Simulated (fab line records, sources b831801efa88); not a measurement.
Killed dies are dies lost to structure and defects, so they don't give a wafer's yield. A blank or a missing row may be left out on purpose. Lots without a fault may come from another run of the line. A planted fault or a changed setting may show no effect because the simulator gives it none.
Problem report in the 8D (eight disciplines) form, filled by code | flow gf180mcu | the parts of the form that need people (team, actions taken, sign-off) are left out

1. THE PROBLEM
dose_ions_cm2 at GF_HV_LDD_IMPLANT_35 reads a mean of 6.488e+12 on 6 wafers of 2 lots; wafers without a fault read 7.501e+12 with a standard deviation of 7.5e+09. That is -99 or more standard deviations from the usual mean.
First seen on wafer L560.4, day 18 04:52, on implanter-04. The record holds 36 wafers of 12 lots with a number at this step. Rule for "out", or "out of limits": more than 4 standard deviations from the usual mean. The other wafers with a number count as sound.

2. WHAT IT IS AND WHAT IT IS NOT
question                    | is                                | is not
which readings at this step | dose_ions_cm2, faraday_current_uA | -
which lots                  | L560, L562                        | L542, L543, L544, L549, L551, L552, L554, L555, L557, L561
which wafers of those lots  | all that have a number            | -
read on which tools         | implanter-04                      | implanter-01, implanter-03
when                        | from day 18 04:52                 | up to then (27 sound wafers); but 3 sound wafers of L561 came after

3. SUSPECTS, AND WHAT RULES EACH OUT
Counting: a tool at a process step up to the reading stays a suspect if it ran every lot that is out and no sound lot after the first of them.
- implanter-04 at GF_HV_LDD_IMPLANT_35: kept. It ran every lot that is out, first L560 (day 18 04:52), and no sound lot after that; its last sound lot up to then is L557 (day 17 01:13). Its own readings are out on those wafers: dose_ions_cm2, faraday_current_uA.
Left after counting: implanter-04 at GF_HV_LDD_IMPLANT_35.

4. THE CAUSE (what the simulator had put in)
Process parameter drift: implanter-04, from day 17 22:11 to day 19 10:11, at GF_HV_LDD_IMPLANT_35. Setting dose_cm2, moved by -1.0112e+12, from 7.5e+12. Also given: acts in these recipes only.
Counting left only this tool.

5. THE CHAIN OF EFFECTS, in route order
Each row: a reading whose mean over the struck wafers that have a number lies more than 3 standard deviations from the usual. Only readings for which the record gives a usual standard deviation are gone through. hours: the time from each lot's start at the first step in this table that gives one to its start at this step, as a median over the lots. sigmas: the change in usual standard deviations.
hours | step                 | reading            | usual     | on struck wafers | change     | sigmas
0     | GF_HV_LDD_IMPLANT_35 | dose_ions_cm2      | 7.501e+12 | 6.488e+12        | -1.014e+12 | -99 or more
0     | GF_HV_LDD_IMPLANT_35 | faraday_current_uA | 42.3      | 37.1             | -5.2       | -6.5
The process steps in it:
- GF_HV_LDD_IMPLANT_35
Later measuring or inspecting steps at which every struck wafer that the step has a row for has a number for every such reading, and none has moved that far: GF_HV_LDD_TW_MEAS_38.

6. WHAT WOULD HAVE CAUGHT IT SOONER
In this record the first reading out of limits was taken at day 18 04:52, 7 hours after the fault began at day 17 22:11.
